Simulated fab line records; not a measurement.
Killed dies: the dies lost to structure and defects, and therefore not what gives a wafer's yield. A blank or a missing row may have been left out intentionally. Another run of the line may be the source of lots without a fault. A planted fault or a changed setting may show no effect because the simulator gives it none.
fab line records ; flow sky130
[record] lots = 7; wafers = 21; lastDay = 50
route steps=708 shown SONOS_ONO@182 GATE_OXIDE@187
lots that met no fault: from a run of the same line without faults
startH: hours from the record's opening day to when the first of the lot's shown wafers began ; waitH: time in hours since the lot's previous step ; " as in the row above ; L1.1+2: one row covering several wafers at once ; - either no value or no given start ; * or withheld: withheld ; < > ~ a bound
route shown NAME@n: a module of which the file shows steps, and the number in the route of the first ; usual: average and standard deviation across the fault-free wafers ; same: alike in all rows ; chamber/n: place in a boat ; sites: readings site by site ; _std_site: standard deviation across them ; _edge_site: inner sites' mean taken away from outer sites' mean ; radiusMm: how far each site lies from the wafer's centre ; mask NAME#n: copy n ; behind: the most recent tool/chamber to have shaped the wafer ; hold: why the lot was held/for how many hours/how that ended ; device: whichever transistor did not switch (one of n, p or np) ; end of line: tests of these same wafers at the route's end ; step lacking rows: just its recipe ; killed: count of dies lost to structure and defects at first sort (not the wafer's yield) ; map: a wafer's dies, x killed, . not, _ none there
set.NAME: setting as actually run; set.NAME@STEP: the setting as run at that earlier step ; model.NAME: the simulator's own value behind a step, which no gauge read
certain route steps with their lots: each step a table, each wafer a row
services: the hour from which a tool's chamber was out of use, counted from the record's first day as startH (under 0 if before that day), plus the number of hours and why
[[steps]]
[step SKY_SONOS_ONO_OVL_MEAS_14]
[usual] SONOS_ONO_OVL = -0.1/1.1
lot.wafer;tool;chamber;startH;waitH;SONOS_ONO_OVL[nm]
L389.4;overlay-02;-;271.58;0.1;0.9
L389.5;overlay-02;-;271.58;0.1;-0.3
L389.6;overlay-02;-;271.58;0.1;0.3
L394.1;overlay-02;-;318.30;0.1;-0.8
L394.2;overlay-02;-;318.30;0.1;0.2
L394.6;overlay-02;-;318.30;0.1;-0.3
L398.1;overlay-02;-;348.61;0.1;-1.0
L398.2;overlay-02;-;348.61;0.1;-1.0
L398.5;overlay-02;-;348.61;0.1;-1.5
L399.1;overlay-02;-;358.66;0.1;0.7
L399.3;overlay-02;-;358.66;0.1;0.5
L399.5;overlay-02;-;358.66;0.1;1.0
L400.3;overlay-01;-;366.12;0.1;-1.5
L400.4;overlay-01;-;366.12;0.1;-0.5
L400.6;overlay-01;-;366.12;0.1;-1.0
L404.2;overlay-01;-;409.06;0.1;-2.0
L404.3;overlay-01;-;409.06;0.1;-1.6
L404.5;overlay-01;-;409.06;0.1;-2.6
L412.1;overlay-01;-;485.39;0.1;0.5
L412.2;overlay-01;-;485.39;0.1;0.7
L412.6;overlay-01;-;485.39;0.1;-1.1
[step SKY_SONOS_ONO_ETCH_15]
[recipe] targetDepthNm = 19.52; chemistry = CHF3/O2; sourceW = 600; biasW = 200; pressureMtorr = 40; chf3FlowSccm = 50; O2_flow_sccm = 5; timeS = 7.8
[usual] chf3FlowSccm = 49.98/0.15; drypumpMotorCurrentA = 5.7/0.51; oesProductAu = 0.999/0.0073; rfFwdPowerW = 588/3.3; throttleValvePct = 8.824/0.0096
lot.wafer;tool;chamber;startH;waitH;chf3FlowSccm;drypumpMotorCurrentA;oesProductAu;rfFwdPowerW;rfHoursCounterH;throttleValvePct
L389.4;rieDiel-01;2;271.60;0.0;49.99;6.5;0.998;593;42;8.818
L389.5;rieDiel-01;3;271.60;0.0;50.12;5.8;1.004;582;-;8.844
L389.6;rieDiel-01;2;271.60;0.0;50.27;6.5;1.011;591;-;8.830
L394.1;rieDiel-01;3;318.34;0.0;49.92;5.8;1.005;583;115;8.837
L394.2;rieDiel-01;1;318.34;0.0;50.18;5.7;1.007;586;3;8.836
L394.6;rieDiel-01;2;318.34;0.0;49.89;6.5;1.008;594;-;8.823
L398.1;rieDiel-04;0;348.64;0.0;49.77;6.1;1.007;590;3;8.823
L398.2;rieDiel-04;3;348.64;0.0;49.86;6.0;1.010;584;24;8.826
L398.5;rieDiel-04;0;348.64;0.0;49.93;6.1;0.996;594;-;8.822
L399.1;rieDiel-02;2;358.69;0.0;50.03;5.1;0.992;586;41;8.814
L399.3;rieDiel-02;1;358.69;0.0;49.98;5.0;0.988;588;15;8.822
L399.5;rieDiel-02;2;358.69;0.0;49.85;5.2;0.982;587;-;8.819
L400.3;rieDiel-01;3;366.14;0.0;50.08;5.8;1.008;583;116;8.820
L400.4;rieDiel-01;1;366.14;0.0;50.04;5.7;1.011;589;4;8.831
L400.6;rieDiel-01;3;366.14;0.0;49.97;5.7;1.002;585;-;8.834
L404.2;rieDiel-02;2;409.09;0.0;50.18;5.1;0.991;589;42;8.817
L404.3;rieDiel-02;1;409.09;0.0;50.03;5.0;0.996;586;16;8.810
L404.5;rieDiel-02;2;409.09;0.0;50.21;5.2;0.992;589;-;8.826
L412.1;rieDiel-02;3;485.43;0.0;49.97;5.9;0.999;589;1;8.824
L412.2;rieDiel-02;2;485.43;0.0;49.85;5.2;1.001;591;43;8.824
L412.6;rieDiel-02;2;485.43;0.0;50.11;5.2;0.997;587;-;8.827
[step SKY_SONOS_ONO_WET_ETCH_16]
[recipe] chemistry = dHF; targetDepthNm = 14; dry = n2Spin; target = SiO2; dilution = 100:1; tempC = 25; timeS = 280
[step SKY_SONOS_ONO_STRIP_17]
[recipe] chemistry = O2/N2; powerW = 1400; pressureMtorr = 1500; platenTempC = withheld; o2FlowSccm = 3000; n2FlowSccm = 300; overashFraction = 0.5
[usual] drypumpMotorCurrentA = 5.30/0.2; oesProductAu = 0.710/0.0043; stripTimeToEndpointS = 14.09/0.039
lot.wafer;tool;chamber;startH;waitH;drypumpMotorCurrentA;oesProductAu;rfHoursCounterH;stripTimeToEndpointS
L389.4;plasmaAsher-04;1;271.74;0.0;4.92;0.704;-;14.00
L389.5;plasmaAsher-04;0;271.74;0.0;5.46;0.707;-;13.98
L389.6;plasmaAsher-04;1;271.74;0.0;4.93;0.715;-;14.01
L394.1;plasmaAsher-04;0;318.44;0.0;5.45;0.713;50;14.10
L394.2;plasmaAsher-04;1;318.44;0.0;4.96;0.708;50;14.06
L394.6;plasmaAsher-04;1;318.44;0.0;4.91;0.712;-;14.08
L398.1;plasmaAsher-02;0;348.84;0.0;5.29;0.709;66;14.05
L398.2;plasmaAsher-02;1;348.84;0.0;5.37;0.711;66;14.03
L398.5;plasmaAsher-02;0;348.84;0.0;5.30;0.715;-;14.03
L399.1;plasmaAsher-02;0;358.89;0.0;5.29;0.708;67;14.06
L399.3;plasmaAsher-02;0;358.89;0.0;5.29;0.708;-;14.08
L399.5;plasmaAsher-02;0;358.89;0.0;5.31;0.708;-;14.07
L400.3;plasmaAsher-04;1;366.39;0.0;4.96;0.707;-;14.13
L400.4;plasmaAsher-04;0;366.39;0.0;5.45;0.709;-;14.08
L400.6;plasmaAsher-04;1;366.39;0.0;4.97;0.710;-;14.13
L404.2;plasmaAsher-02;1;409.20;0.0;5.38;0.709;72;14.14
L404.3;plasmaAsher-02;1;409.20;0.0;5.39;0.713;-;14.14
L404.5;plasmaAsher-02;0;409.20;0.0;5.31;0.704;-;14.13
L412.1;plasmaAsher-02;0;485.54;0.0;5.31;0.709;80;14.11
L412.2;plasmaAsher-02;1;485.54;0.0;5.39;0.706;80;14.13
L412.6;plasmaAsher-02;0;485.54;0.0;5.30;0.714;-;14.09
[step SKY_SONOS_ONO_WET_ETCH_18]
[recipe] chemistry = H3PO4; targetDepthNm = 15; target = Si3N4; tempC = 160; timeS = 172
[step SKY_GATE_OXIDE_CLEAN_00]
[recipe] chemistry = SC1/SC2; mix = 1:4:20; tempC = 70; timeS = 150; dry = n2Spin
[step SKY_GATE_OXIDE_OXIDATION_01]
[recipe] tempC = 900; ambient = O2; stabiliseS = 600; purgeS = 300; targetThkA = 102.68; oxTimeS = 1473
[step SKY_GATE_OXIDE_THK_MEAS_02]
[recipe] reads = SiO2_of_GATE_OXIDE_OXIDATION_01
[usual] GATE_OXIDE_OXIDATION_00_THK = 10.24/0.21
lot.wafer;tool;chamber;startH;waitH;GATE_OXIDE_OXIDATION_00_THK[nm]
L389.4;filmMetro-01;-;275.06;0.0;10.25
L389.5;filmMetro-01;-;275.06;0.0;9.99
L389.6;filmMetro-01;-;275.06;0.0;10.28
L394.1;filmMetro-01;-;320.69;0.0;10.30
L394.2;filmMetro-01;-;320.69;0.0;10.33
L394.6;filmMetro-01;-;320.69;0.0;10.44
L398.1;filmMetro-04;-;351.88;0.0;9.93
L398.2;filmMetro-04;-;351.88;0.0;10.10
L398.5;filmMetro-04;-;351.88;0.0;10.09
L399.1;filmMetro-01;-;361.19;0.0;10.01
L399.3;filmMetro-01;-;361.19;0.0;9.96
L399.5;filmMetro-01;-;361.19;0.0;10.01
L400.3;filmMetro-02;-;368.06;0.0;10.28
L400.4;filmMetro-02;-;368.06;0.0;10.22
L400.6;filmMetro-02;-;368.06;0.0;10.22
L404.2;filmMetro-02;-;410.84;0.0;10.20
L404.3;filmMetro-02;-;410.84;0.0;10.30
L404.5;filmMetro-02;-;410.84;0.0;10.28
L412.1;filmMetro-02;-;487.15;0.0;10.18
L412.2;filmMetro-02;-;487.15;0.0;10.34
L412.6;filmMetro-02;-;487.15;0.0;10.27
[step SKY_GATE_OXIDE_DEHYDRATE_03]
[recipe] tempC = 200; timeS = 60
[step SKY_GATE_OXIDE_HMDS_04]
[recipe] primeTimeS = 60; primeTempC = 120
[step SKY_GATE_OXIDE_COAT_05]
[recipe] resist = NOVOLAK; spinRpm = 3000; resistThkNm = 1140
[step SKY_GATE_OXIDE_SOFTBAKE_06]
[recipe] tempC = 90; timeS = 60; resist = NOVOLAK
[step SKY_GATE_OXIDE_EXPOSE_07]
[recipe] maskId = LVOM; na = 0.6; sourceShape = conventional; sigmaOuter = 0.6; polarization = unpolarized; targetCdNm = 600; doseMj = 170
[usual] reticleTempC = 22.98/0.12
[same] sigmaOuter = 0.6
lot.wafer;tool;chamber;startH;waitH;mask;reticleTempC;model.GATE_OXIDE.overlayXNm
L389.4;ilineStepper-02;0;287.13;-;LVOM#0;22.83;0.5164
L389.5;ilineStepper-02;0;287.13;-;LVOM#0;22.91;0.5164
L389.6;ilineStepper-02;0;287.13;-;LVOM#0;23.01;0.5164
L394.1;ilineStepper-01;0;334.39;-;LVOM#0;22.99;0.8721
L394.2;ilineStepper-01;0;334.39;-;LVOM#0;22.99;0.8721
L394.6;ilineStepper-01;0;334.39;-;LVOM#0;23.02;0.8721
L398.1;ilineStepper-02;0;365.34;-;LVOM#0;23.03;155.6
L398.2;ilineStepper-02;0;365.34;-;LVOM#0;22.88;155.6
L398.5;ilineStepper-02;0;365.34;-;LVOM#0;22.92;155.6
L399.1;ilineStepper-02;0;375.09;-;LVOM#0;23.00;158.9
L399.3;ilineStepper-02;0;375.09;-;LVOM#0;22.92;158.9
L399.5;ilineStepper-02;0;375.09;-;LVOM#0;22.92;158.9
L400.3;ilineStepper-02;0;382.70;-;LVOM#0;22.88;153.4
L400.4;ilineStepper-02;0;382.70;-;LVOM#0;22.99;153.4
L400.6;ilineStepper-02;0;382.70;-;LVOM#0;23.04;153.4
L404.2;ilineStepper-01;0;426.23;-;LVOM#0;23.04;0.1325
L404.3;ilineStepper-01;0;426.23;-;LVOM#0;23.01;0.1325
L404.5;ilineStepper-01;0;426.23;-;LVOM#0;23.15;0.1325
L412.1;ilineStepper-01;0;502.65;-;LVOM#0;22.97;-3.567
L412.2;ilineStepper-01;0;502.65;-;LVOM#0;23.00;-3.567
L412.6;ilineStepper-01;0;502.65;-;LVOM#0;22.88;-3.567
[step SKY_GATE_OXIDE_PEB_08]
[recipe] tempC = withheld; timeS = *; resist = NOVOLAK
[step SKY_GATE_OXIDE_DEVELOP_09]
[recipe] resist = NOVOLAK; developer = TMAH; developTimeS = 60; devTempC = 23
[step SKY_GATE_OXIDE_OVL_MEAS_10]
[usual] GATE_OXIDE_OVL = 0.5/1.5
lot.wafer;tool;chamber;startH;waitH;hold;GATE_OXIDE_OVL[nm]
L389.4;overlay-02;-;299.21;0.1;-;0.3
L389.5;overlay-02;-;299.21;0.1;-;1.0
L389.6;overlay-02;-;299.21;0.1;-;1.3
L394.1;overlay-02;-;347.47;0.1;-;-0.9
L394.2;overlay-02;-;347.47;0.1;-;0.6
L394.6;overlay-02;-;347.47;0.1;-;0.2
L398.1;overlay-01;-;379.72;0.1;awaitDispo/0.2h/release;158.1
L398.2;overlay-01;-;379.72;0.1;awaitDispo/0.2h/release;157.0
L398.5;overlay-01;-;379.72;0.1;awaitDispo/0.2h/release;154.9
L398.1;overlay-01;-;379.93;0.2;-;155.9
L398.2;overlay-01;-;379.93;0.2;-;155.6
L398.5;overlay-01;-;379.93;0.2;-;153.7
L399.1;overlay-02;-;389.41;0.1;awaitDispo/0.2h/release;159.3
L399.3;overlay-02;-;389.41;0.1;awaitDispo/0.2h/release;160.5
L399.5;overlay-02;-;389.41;0.1;awaitDispo/0.2h/release;161.5
L399.1;overlay-02;-;389.61;0.2;-;157.5
L399.3;overlay-02;-;389.61;0.2;-;158.5
L399.5;overlay-02;-;389.61;0.2;-;159.1
L400.3;overlay-02;-;396.37;0.1;awaitDispo/0.2h/release;154.2
L400.4;overlay-02;-;396.37;0.1;awaitDispo/0.2h/release;155.4
L400.6;overlay-02;-;396.37;0.1;awaitDispo/0.2h/release;156.5
L400.3;overlay-02;-;396.57;0.2;-;152.7
L400.4;overlay-02;-;396.57;0.2;-;153.2
L400.6;overlay-02;-;396.57;0.2;-;155.0
L404.2;overlay-02;-;441.69;0.1;-;2.4
L404.3;overlay-02;-;441.69;0.1;-;0.6
L404.5;overlay-02;-;441.69;0.1;-;1.8
L412.1;overlay-01;-;517.54;0.1;-;-0.5
L412.2;overlay-01;-;517.54;0.1;-;-0.7
L412.6;overlay-01;-;517.54;0.1;-;-2.6
[[services]]
tool;chamber;startH;hours;kind
rieDiel-01;0;250.05;-;clean
rieDiel-01;0;250.05;15.8;scheduledDown
ilineStepper-02;-;264.45;1.7;pm
rieDiel-01;2;275.25;7.3;repair
rieDiel-01;0;275.58;11.2;repair
plasmaAsher-04;-;277.38;2.3;repair
rieDiel-04;2;282.26;10.3;repair
rieDiel-01;0;303.27;2.8;repair
plasmaAsher-04;-;319.39;3.2;repair
ilineStepper-02;-;335.47;2.5;repair
rieDiel-04;1;339.93;21.0;repair
rieDiel-04;-;374.83;14.6;pm
rieDiel-04;0;390.40;4.1;repair
rieDiel-04;3;391.02;3.5;repair
plasmaAsher-04;-;392.91;1.9;repair
rieDiel-04;2;398.71;10.5;repair
rieDiel-01;-;409.23;2.3;repair
plasmaAsher-04;-;415.36;4.1;repair
rieDiel-04;3;421.42;9.7;repair
plasmaAsher-02;-;427.39;11.1;repair
ilineStepper-01;-;429.02;1.7;pm
ilineStepper-01;-;434.51;3.7;repair
ilineStepper-02;-;482.63;1.7;pm
ilineStepper-02;-;502.53;2.1;pm
[[key]]
[firstSign] step = SKY_GATE_OXIDE_OVL_MEAS_10; reading = visit; direction = added
[effect] step = SKY_GATE_OXIDE_OVL_MEAS_10; reading = GATE_OXIDE_OVL; direction = up; sigmas = 99+; usual = 0.5; struck = 157.5
[modelEffect] step = SKY_GATE_OXIDE_EXPOSE_07; value = GATE_OXIDE.overlayXNm; without = -1.293; struck = 156
metAt SKY_GATE_OXIDE_EXPOSE_07
struckWafers L398.1,L398.2,L398.5,L399.1,L399.3,L399.5,L400.3,L400.4,L400.6
scrappedBehind SKY_GATE_OXIDE_OVL_MEAS_10 L398.1,L398.2,L398.5,L399.1,L399.3,L399.5,L400.3,L400.4,L400.6
onsetBetween 287.13 365.34
[fault] kind = scannerMatchingOverlay; tool = ilineStepper-02; chamber = -; onsetH = 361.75; steps = SKY_GATE_OXIDE_EXPOSE_07; offset = 157.25
